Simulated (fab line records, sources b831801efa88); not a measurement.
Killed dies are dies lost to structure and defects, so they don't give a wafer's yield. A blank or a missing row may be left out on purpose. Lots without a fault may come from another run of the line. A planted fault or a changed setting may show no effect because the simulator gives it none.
Which tool did it? | flow sky130 | 15 lots, 45 wafers sampled, at 7 steps of a route of 708

WHAT THE GAUGES READ, wafer by wafer
SKY_VT_ADJUST_NCORE_CD_MEAS_07: target cd 380 nm. Usual: cd_nm 379.8 nm, standard deviation 2.3.
lot  | measured     | on        | cd_nm (nm)        | flag
L530 | day 8 17:35  | cd_sem-01 | 383.2 383.6 380.7 |
L532 | day 9 07:12  | cd_sem-01 | 379.2 379.5 378.3 |
L533 | day 9 12:53  | cd_sem-02 | 374.8 376.7 377.7 |
L534 | day 9 21:50  | cd_sem-02 | 379.4 380.8 381.6 |
L535 | day 10 05:54 | cd_sem-02 | 379.2 379.7 379.3 |
L541 | day 12 05:47 | cd_sem-02 | 382.0 381.3 382.6 |
L542 | day 12 07:06 | cd_sem-02 | 376.6 377.1 375.5 |
L543 | day 12 12:08 | cd_sem-01 | 379.1 382.9 381.6 |
L547 | day 13 17:19 | cd_sem-01 | 381.1 377.8 380.7 |
L548 | day 14 00:58 | cd_sem-01 | 377.4 381.3 376.4 |
L549 | day 14 05:33 | cd_sem-02 | 375.6 376.9 375.7 |
L550 | day 14 19:30 | cd_sem-01 | 377.9 378.2 376.9 |
L551 | day 15 04:27 | cd_sem-01 | 377.9 379.5 377.5 |
L552 | day 15 06:30 | cd_sem-01 | 380.3 379.7 380.5 |
L553 | day 15 15:18 | cd_sem-02 | 382.0 382.2 384.1 |

SKY_VT_ADJUST_HVTR_OVL_MEAS_08. Usual: VT_ADJUST_HVTR_OVL 0.3 nm, standard deviation 1.5.
lot  | measured     | on         | VT_ADJUST_HVTR_OVL (nm) | flag
L530 | day 9 14:36  | overlay-01 | 0.5 0.5 -0.8            |
L532 | day 10 06:55 | overlay-01 | -1.3 -0.5 -1.9          |
L533 | day 10 12:21 | overlay-02 | 1.6 1.4 1.0             |
L534 | day 10 21:54 | overlay-01 | -0.3 -1.0 -1.7          |
L535 | day 11 05:49 | overlay-01 | 1.2 1.4 0.4             |
L541 | day 13 07:39 | overlay-01 | -0.4 -0.9 -0.3          |
L542 | day 13 09:08 | overlay-02 | 0.1 1.8 3.1             |
L543 | day 13 14:17 | overlay-02 | 2.4 1.0 2.5             |
L547 | day 14 20:46 | overlay-01 | 0.1 -1.2 -0.3           |
L548 | day 15 04:54 | overlay-02 | -0.3 -1.9 -0.5          |
L549 | day 15 09:23 | overlay-01 | 2.7 1.9 2.1             |
L550 | day 16 00:07 | overlay-02 | 1.1 3.4 1.4             |
L551 | day 16 08:26 | overlay-01 | -0.8 2.8 1.8            |
L552 | day 16 10:36 | overlay-01 | 0.2 -0.8 -2.8           |
L553 | day 16 20:11 | overlay-01 | -2.8 -1.1 -1.3          |

SKY_VT_ADJUST_HVTR_TW_MEAS_11. Usual: VT_ADJUST_HVTR_TW 211.9, standard deviation 1.2.
lot  | measured     | on            | VT_ADJUST_HVTR_TW | flag
L530 | day 9 15:02  | film_metro-03 | 210.6 210.1 209.0 |
L532 | day 10 07:13 | film_metro-01 | 210.7 209.7 210.5 |
L533 | day 10 12:38 | film_metro-04 | 212.0 213.3 212.9 |
L534 | day 10 22:11 | film_metro-04 | 212.6 212.4 212.0 |
L535 | day 11 06:06 | film_metro-04 | 213.7 214.1 214.1 |
L541 | day 13 07:56 | film_metro-01 | 211.7 212.6 212.1 |
L542 | day 13 09:26 | film_metro-03 | 210.3 210.1 209.9 |
L543 | day 13 14:35 | film_metro-04 | 212.8 213.3 212.8 |
L547 | day 14 21:04 | film_metro-04 | 211.9 212.6 211.1 |
L548 | day 15 05:12 | film_metro-01 | 210.7 211.9 211.3 |
L549 | day 15 09:41 | film_metro-04 | 211.7 211.7 210.2 |
L550 | day 16 00:24 | film_metro-01 | 209.8 211.6 210.6 |
L551 | day 16 08:44 | film_metro-03 | 210.1 210.0 210.6 |
L552 | day 16 10:53 | film_metro-03 | 211.8 210.3 209.8 |
L553 | day 16 20:29 | film_metro-01 | 211.1 211.2 211.5 |

SKY_SONOS_TUNNEL_TW_MEAS_12. Usual: SONOS_TUNNEL_TW 197.9, standard deviation 0.88.
lot  | measured     | on            | SONOS_TUNNEL_TW   | flag
L530 | day 11 15:02 | film_metro-02 | 198.3 199.3 198.9 |
L532 | day 12 07:02 | film_metro-02 | 197.4 197.2 197.9 |
L533 | day 12 12:57 | film_metro-04 | 197.3 197.6 198.2 |
L534 | day 13 00:45 | film_metro-02 | 198.3 197.3 197.5 |
L535 | day 13 08:25 | film_metro-02 | 197.3 197.3 197.0 |
L541 | day 15 15:16 | film_metro-03 | 29.9 29.8 30.0    | OFF
L542 | day 15 17:10 | film_metro-04 | 30.1 30.2 30.2    | OFF
L543 | day 15 20:53 | film_metro-02 | 30.0 29.9 29.9    | OFF
L547 | day 17 06:13 | film_metro-02 | 198.9 197.9 198.6 |
L548 | day 17 15:43 | film_metro-04 | 197.1 198.1 197.3 |
L549 | day 17 19:27 | film_metro-03 | 198.3 198.4 198.9 |
L550 | day 18 11:22 | film_metro-02 | 197.5 197.5 196.6 |
L551 | day 18 20:57 | film_metro-04 | 199.3 198.5 198.8 |
L552 | day 18 23:46 | film_metro-03 | 197.9 198.6 198.3 |
L553 | day 19 10:52 | film_metro-02 | 199.1 198.7 198.8 |

SKY_LI_CONTACT_BOW_MEAS_03. Usual: LI_CONTACT_BOW 57 um, standard deviation 6.1.
lot  | measured     | on            | LI_CONTACT_BOW (um) | flag
L530 | day 28 14:35 | film_metro-02 | 59 52 59            |
L532 | day 29 06:10 | film_metro-02 | 64 52 54            |
L533 | day 29 12:19 | film_metro-02 | 68 60 58            |
L534 | day 30 02:28 | film_metro-04 | 60 55 59            |
L535 | day 30 07:41 | film_metro-04 | 57 58 52            |
L541 | day 32 19:20 | film_metro-02 | 13 17 10            | OFF
L542 | day 32 18:25 | film_metro-02 | 17 26 21            | OFF
L543 | day 32 22:40 | film_metro-02 | 17 19 28            | OFF
L547 | day 34 02:57 | film_metro-02 | 70 58 59            |
L548 | day 34 17:46 | film_metro-02 | 47 51 49            |
L549 | day 34 11:55 | film_metro-02 | 55 51 63            |
L550 | day 35 01:25 | film_metro-04 | 52 60 53            |
L551 | day 35 09:02 | film_metro-01 | 58 57 51            |
L552 | day 35 12:55 | film_metro-04 | 63 58 59            |
L553 | day 35 21:07 | film_metro-01 | 60 67 60            |

SKY_CONTACT_BOW_MEAS_05. Usual: CONTACT_BOW 82 um, standard deviation 6.5.
lot  | measured     | on            | CONTACT_BOW (um) | flag
L530 | day 31 02:42 | film_metro-02 | 88 78 86         |
L532 | day 31 17:38 | film_metro-03 | 89 79 80         |
L533 | day 31 23:05 | film_metro-03 | 92 86 83         |
L534 | day 32 12:49 | film_metro-02 | 86 83 87         |
L535 | day 32 17:50 | film_metro-01 | 82 82 77         |
L541 | day 35 03:29 | film_metro-02 | 42 44 38         | OFF
L542 | day 35 02:32 | film_metro-01 | 41 49 45         | OFF
L543 | day 35 05:46 | film_metro-02 | 42 44 53         | OFF
L547 | day 36 10:54 | film_metro-02 | 98 85 86         |
L548 | day 37 02:42 | film_metro-02 | 77 80 78         |
L549 | day 36 20:06 | film_metro-03 | 76 73 83         |
L550 | day 37 09:57 | film_metro-03 | 75 81 76         |
L551 | day 37 16:16 | film_metro-03 | 83 82 76         |
L552 | day 37 20:54 | film_metro-01 | 88 83 83         |
L553 | day 38 04:13 | film_metro-02 | 85 94 85         |

WHICH TOOL RAN EACH LOT (tool, then ch and the chambers of the sampled wafers, then the start)
lot  | SKY_VT_ADJUST_PCH_STRIP_09
L530 | plasma_asher-03 ch 0,1, day 10 14:14
L532 | plasma_asher-01 ch 0,1, day 11 06:38
L533 | plasma_asher-01 ch 0,1, day 11 12:08
L534 | plasma_asher-01 ch 0,1, day 11 22:55
L535 | plasma_asher-02 ch 0,1, day 12 06:11
L541 | plasma_asher-01 ch 0,1, day 14 10:47
L542 | plasma_asher-02 ch 0,1, day 14 12:41
L543 | plasma_asher-01 ch 0,1, day 14 16:59
L547 | plasma_asher-02 ch 0,1, day 16 00:47
L548 | plasma_asher-02 ch 0,1, day 16 09:25
L549 | plasma_asher-03 ch 0,1, day 16 13:40
L550 | plasma_asher-02 ch 0,1, day 17 05:22
L551 | plasma_asher-03 ch 0,1, day 17 14:20
L552 | plasma_asher-03 ch 0,1, day 17 16:14
L553 | plasma_asher-02 ch 0,1, day 18 02:32
- SKY_VT_ADJUST_PCH_STRIP_09: strips in O2/N2.

WHAT THE TOOLS THEMSELVES READ (means of the sampled wafers that have a number; where no wafer has one, the mark that the record gives instead)
SKY_VT_ADJUST_PCH_STRIP_09. Usual: chamber_pressure_mTorr 1500.0 mTorr, standard deviation 1.3; drypump_motor_current_A 5.9 A, standard deviation 0.55; oes_product_au 0.722 a.u., standard deviation 0.0048; strip_time_to_endpoint_s 36.98 s, standard deviation 0.12.
lot  | tool            | chamber_pressure_mTorr (mTorr) | drypump_motor_current_A (A) | oes_product_au (a.u.) | strip_time_to_endpoint_s (s) | flag
L530 | plasma_asher-03 | 1500.1                         | 5.8                         | 0.720                 | 36.91                        |
L532 | plasma_asher-01 | 1500.6                         | 6.0                         | 0.720                 | 37.00                        |
L533 | plasma_asher-01 | 1499.9                         | 6.2                         | 0.721                 | 37.04                        |
L534 | plasma_asher-01 | 1499.6                         | 6.2                         | 0.721                 | 36.93                        |
L535 | plasma_asher-02 | 1501.1                         | 6.1                         | 0.723                 | 36.81                        |
L541 | plasma_asher-01 | -                              | -                           | -                     | -                            | OFF
L542 | plasma_asher-02 | -                              | -                           | -                     | -                            | OFF
L543 | plasma_asher-01 | -                              | -                           | -                     | -                            | OFF
L547 | plasma_asher-02 | 1498.9                         | 5.6                         | 0.720                 | 36.91                        |
L548 | plasma_asher-02 | 1500.1                         | 6.1                         | 0.720                 | 37.21                        |
L549 | plasma_asher-03 | 1499.8                         | 6.0                         | 0.722                 | 36.88                        |
L550 | plasma_asher-02 | 1500.9                         | 5.6                         | 0.717                 | 36.95                        |
L551 | plasma_asher-03 | 1499.2                         | 5.9                         | 0.724                 | 37.16                        |
L552 | plasma_asher-03 | 1500.4                         | 5.9                         | 0.721                 | 37.02                        |
L553 | plasma_asher-02 | 1500.0                         | 6.1                         | 0.721                 | 36.95                        |

THE ANSWER, worked out from the rows above alone
Rule: a lot is off if the mean of its wafers that have a number lies more than 3 standard deviations from the usual mean. A lot without any number at a reading at which 4 lots or more have one is off too. The other lots that the step has rows for count as sound. The gauges are gone through in route order, then the tools' own readings, and for those a lot's mean is taken as printed above. The first step at which some lot is off is used, and at that step the reading that is off furthest; a lot without a number counts as furthest.
Off: L541, L542, L543, at SKY_SONOS_TUNNEL_TW_MEAS_12 (SONOS_TUNNEL_TW).
A tool fits if, at a process step before that reading, it ran every lot that is off, and no sound lot after the first of them. The gauges at SKY_SONOS_TUNNEL_TW_MEAS_12 aren't tried: what is off there is off at SKY_VT_ADJUST_PCH_STRIP_09 too, on other tools, and a gauge's error can't cause that. None of those tried fits.

WHAT THE SIMULATOR HAD PUT IN
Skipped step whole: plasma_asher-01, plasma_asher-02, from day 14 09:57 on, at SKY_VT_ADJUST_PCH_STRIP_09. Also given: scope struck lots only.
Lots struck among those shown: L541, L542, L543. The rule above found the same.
